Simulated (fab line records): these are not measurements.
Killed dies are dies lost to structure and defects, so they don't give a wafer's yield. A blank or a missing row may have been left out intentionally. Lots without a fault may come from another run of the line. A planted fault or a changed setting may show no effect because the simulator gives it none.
The tool behind it: which one? || flow gf180mcu || 14 lots with 42 wafers sampled at 4 steps, on a route of 602 steps

WHAT EACH GAUGE READ, for each wafer
GF_TOP_METAL_THK_MEAS_06: measures by xrf.
{"lot": "L310", "measured": "day 27 06:49", "on": "film_metro-02", "TOP_METAL_ALCU_THK (nm)": "892 894 907"}
{"lot": "L311", "measured": "day 27 15:10", "on": "film_metro-02", "TOP_METAL_ALCU_THK (nm)": "915 905 918"}
{"lot": "L315", "measured": "day 29 06:49", "on": "film_metro-02", "TOP_METAL_ALCU_THK (nm)": "895 892 905"}
{"lot": "L314", "measured": "day 29 10:29", "on": "film_metro-03", "TOP_METAL_ALCU_THK (nm)": "896 884 883"}
{"lot": "L317", "measured": "day 29 17:28", "on": "film_metro-02", "TOP_METAL_ALCU_THK (nm)": "879 880 888"}
{"lot": "L316", "measured": "day 29 18:26", "on": "film_metro-01", "TOP_METAL_ALCU_THK (nm)": "899 886 881"}
{"lot": "L318", "measured": "day 30 00:11", "on": "film_metro-01", "TOP_METAL_ALCU_THK (nm)": "909 888 902"}
{"lot": "L319", "measured": "day 30 10:20", "on": "film_metro-02", "TOP_METAL_ALCU_THK (nm)": "885 893 875"}
{"lot": "L322", "measured": "day 31 06:34", "on": "film_metro-01", "TOP_METAL_ALCU_THK (nm)": "910 904 908"}
{"lot": "L323", "measured": "day 31 07:26", "on": "film_metro-03", "TOP_METAL_ALCU_THK (nm)": "884 882 883"}
{"lot": "L328", "measured": "day 32 17:32", "on": "film_metro-02", "TOP_METAL_ALCU_THK (nm)": "887 895 890"}
{"lot": "L329", "measured": "day 32 20:08", "on": "film_metro-02", "TOP_METAL_ALCU_THK (nm)": "886 871 877"}
{"lot": "L331", "measured": "day 33 07:17", "on": "film_metro-03", "TOP_METAL_ALCU_THK (nm)": "895 894 897"}
{"lot": "L332", "measured": "day 33 14:09", "on": "film_metro-02", "TOP_METAL_ALCU_THK (nm)": "891 890 889"}

GF_TOP_METAL_OVL_MEAS_15.
{"lot": "L310", "measured": "day 28 01:50", "on": "overlay-02", "TOP_METAL_OVL (nm)": "-0.2 0.4 2.1"}
{"lot": "L311", "measured": "day 28 10:50", "on": "overlay-02", "TOP_METAL_OVL (nm)": "1.0 0.5 0.7"}
{"lot": "L315", "measured": "day 30 00:59", "on": "overlay-01", "TOP_METAL_OVL (nm)": "-0.8 0.5 0.6"}
{"lot": "L314", "measured": "day 30 04:59", "on": "overlay-02", "TOP_METAL_OVL (nm)": "0.7 0.1 2.6"}
{"lot": "L317", "measured": "day 30 12:09", "on": "overlay-01", "TOP_METAL_OVL (nm)": "-0.1 0.5 1.6"}
{"lot": "L316", "measured": "day 30 12:35", "on": "overlay-02", "TOP_METAL_OVL (nm)": "1.2 1.2 1.6"}
{"lot": "L318", "measured": "day 30 17:53", "on": "overlay-02", "TOP_METAL_OVL (nm)": "-0.5 -1.1 -1.9"}
{"lot": "L319", "measured": "day 31 04:20", "on": "overlay-01", "TOP_METAL_OVL (nm)": "1.4 -0.3 0.8"}
{"lot": "L322", "measured": "day 31 23:29", "on": "overlay-02", "TOP_METAL_OVL (nm)": "1.7 1.4 1.1"}
{"lot": "L323", "measured": "day 32 00:59", "on": "overlay-01", "TOP_METAL_OVL (nm)": "2.0 3.0 1.4"}
{"lot": "L328", "measured": "day 33 09:17", "on": "overlay-02", "TOP_METAL_OVL (nm)": "1.3 -1.0 1.3"}
{"lot": "L329", "measured": "day 33 11:35", "on": "overlay-02", "TOP_METAL_OVL (nm)": "2.3 2.7 0.4"}
{"lot": "L331", "measured": "day 33 22:38", "on": "overlay-01", "TOP_METAL_OVL (nm)": "2.4 0.3 2.0"}
{"lot": "L332", "measured": "day 34 05:05", "on": "overlay-02", "TOP_METAL_OVL (nm)": "1.7 0.2 2.2"}

WHAT TOOL EACH LOT RAN ON (gives the tool, then ch and the chambers of the sampled wafers, and finally the start)
{"lot": "L310", "GF_V4_ETCH_17": "rie_diel-03 ch 0,1,2, day 24 12:00", "GF_V5_CVD_23": "cvd_w-02 ch 0,1, day 27 05:53"}
{"lot": "L311", "GF_V4_ETCH_17": "rie_diel-01 ch 1,2,3, day 24 20:00", "GF_V5_CVD_23": "cvd_w-01 ch 0,1, day 27 14:14"}
{"lot": "L315", "GF_V4_ETCH_17": "rie_diel-01 ch 0,1,3, day 26 14:00", "GF_V5_CVD_23": "cvd_w-02 ch 0,1, day 29 05:53"}
{"lot": "L314", "GF_V4_ETCH_17": "rie_diel-02 ch 0,3, day 26 17:00", "GF_V5_CVD_23": "cvd_w-02 ch 1, day 29 09:31"}
{"lot": "L317", "GF_V4_ETCH_17": "rie_diel-02 ch 1,2,3, day 27 01:00", "GF_V5_CVD_23": "cvd_w-02 ch 0,1, day 29 16:33"}
{"lot": "L316", "GF_V4_ETCH_17": "rie_diel-01 ch 0,1,3, day 27 03:00", "GF_V5_CVD_23": "cvd_w-02 ch 0,1, day 29 17:30"}
{"lot": "L318", "GF_V4_ETCH_17": "rie_diel-03 ch 0,2,3, day 27 10:00", "GF_V5_CVD_23": "cvd_w-02 ch 0,1, day 29 23:15"}
{"lot": "L319", "GF_V4_ETCH_17": "rie_diel-01 ch 1,2,3, day 27 19:00", "GF_V5_CVD_23": "cvd_w-02 ch 1, day 30 09:18"}
{"lot": "L322", "GF_V4_ETCH_17": "rie_diel-01 ch 0,1, day 28 16:00", "GF_V5_CVD_23": "cvd_w-02 ch 0,1, day 31 05:38"}
{"lot": "L323", "GF_V4_ETCH_17": "rie_diel-01 ch 0,2, day 28 18:00", "GF_V5_CVD_23": "cvd_w-01 ch 0,1, day 31 06:31"}
{"lot": "L328", "GF_V4_ETCH_17": "rie_diel-03 ch 2,3, day 30 07:00", "GF_V5_CVD_23": "cvd_w-02 ch 0,1, day 32 16:31"}
{"lot": "L329", "GF_V4_ETCH_17": "rie_diel-02 ch 1,2, day 30 10:00", "GF_V5_CVD_23": "cvd_w-01 ch 0,1, day 32 19:13"}
{"lot": "L331", "GF_V4_ETCH_17": "rie_diel-03 ch 1,2, day 30 23:00", "GF_V5_CVD_23": "cvd_w-02 ch 0,1, day 33 06:21"}
{"lot": "L332", "GF_V4_ETCH_17": "rie_diel-01 ch 1,2,3, day 31 07:00", "GF_V5_CVD_23": "cvd_w-02 ch 1, day 33 13:07"}
- GF_V4_ETCH_17: etches SiO2 in C4F8/O2/Ar, stops on TiN, target depth 630 nm.
- GF_V5_CVD_23: deposits W, target thk 350 nm, time 104.9 s.

WHAT THE TOOLS THEMSELVES READ (means of the sampled wafers that have a number; where no wafer has one, the mark that the record gives instead)
GF_V4_ETCH_17.
{"lot": "L310", "tool": "rie_diel-03", "oes_product_au (a.u.)": 0.858}
{"lot": "L311", "tool": "rie_diel-01", "oes_product_au (a.u.)": 0.856}
{"lot": "L315", "tool": "rie_diel-01", "oes_product_au (a.u.)": 0.860}
{"lot": "L314", "tool": "rie_diel-02", "oes_product_au (a.u.)": 0.855}
{"lot": "L317", "tool": "rie_diel-02", "oes_product_au (a.u.)": 0.858}
{"lot": "L316", "tool": "rie_diel-01", "oes_product_au (a.u.)": 0.857}
{"lot": "L318", "tool": "rie_diel-03", "oes_product_au (a.u.)": 0.851}
{"lot": "L319", "tool": "rie_diel-01", "oes_product_au (a.u.)": 0.858}
{"lot": "L322", "tool": "rie_diel-01", "oes_product_au (a.u.)": 0.858}
{"lot": "L323", "tool": "rie_diel-01", "oes_product_au (a.u.)": 0.857}
{"lot": "L328", "tool": "rie_diel-03", "oes_product_au (a.u.)": 0.857}
{"lot": "L329", "tool": "rie_diel-02", "oes_product_au (a.u.)": 0.857}
{"lot": "L331", "tool": "rie_diel-03", "oes_product_au (a.u.)": 0.852}
{"lot": "L332", "tool": "rie_diel-01", "oes_product_au (a.u.)": 0.853}

GF_V5_CVD_23.
{"lot": "L310", "tool": "cvd_w-02", "heater_power_w (W)": 932}
{"lot": "L311", "tool": "cvd_w-01", "heater_power_w (W)": 940}
{"lot": "L315", "tool": "cvd_w-02", "heater_power_w (W)": 947}
{"lot": "L314", "tool": "cvd_w-02", "heater_power_w (W)": 891}
{"lot": "L317", "tool": "cvd_w-02", "heater_power_w (W)": 946}
{"lot": "L316", "tool": "cvd_w-02", "heater_power_w (W)": 905}
{"lot": "L318", "tool": "cvd_w-02", "heater_power_w (W)": 948}
{"lot": "L319", "tool": "cvd_w-02", "heater_power_w (W)": 888}
{"lot": "L322", "tool": "cvd_w-02", "heater_power_w (W)": 956}
{"lot": "L323", "tool": "cvd_w-01", "heater_power_w (W)": 974}
{"lot": "L328", "tool": "cvd_w-02", "heater_power_w (W)": 958}
{"lot": "L329", "tool": "cvd_w-01", "heater_power_w (W)": 989}
{"lot": "L331", "tool": "cvd_w-02", "heater_power_w (W)": 956}
{"lot": "L332", "tool": "cvd_w-02", "heater_power_w (W)": 897}

THE ANSWER, worked out from the rows above alone
Rule: the usual values come from the lots themselves. Put in order of their means at a reading, lots are off if they are a third of the lots or fewer, leave a main group of 4 or more, and stand apart from it by a gap of 3 or more times the standard deviation of the main group's means; of several such gaps the widest counts. A main group whose means are all the same, to the digits that the tables above print for the reading, isn't used. A lot without any number at a reading at which 4 lots or more have one is off too. Any other lot the step has rows for is counted as sound. First the gauges in route order, then the tools' own readings, where a lot's mean is used as printed above. At the first step where some lot is off, the reading lying furthest off is the one used; lots without a number count as furthest.
Across all readings shown, no lot is off: no conclusion can be drawn from this.

WHAT WAS PUT IN BY THE SIMULATOR
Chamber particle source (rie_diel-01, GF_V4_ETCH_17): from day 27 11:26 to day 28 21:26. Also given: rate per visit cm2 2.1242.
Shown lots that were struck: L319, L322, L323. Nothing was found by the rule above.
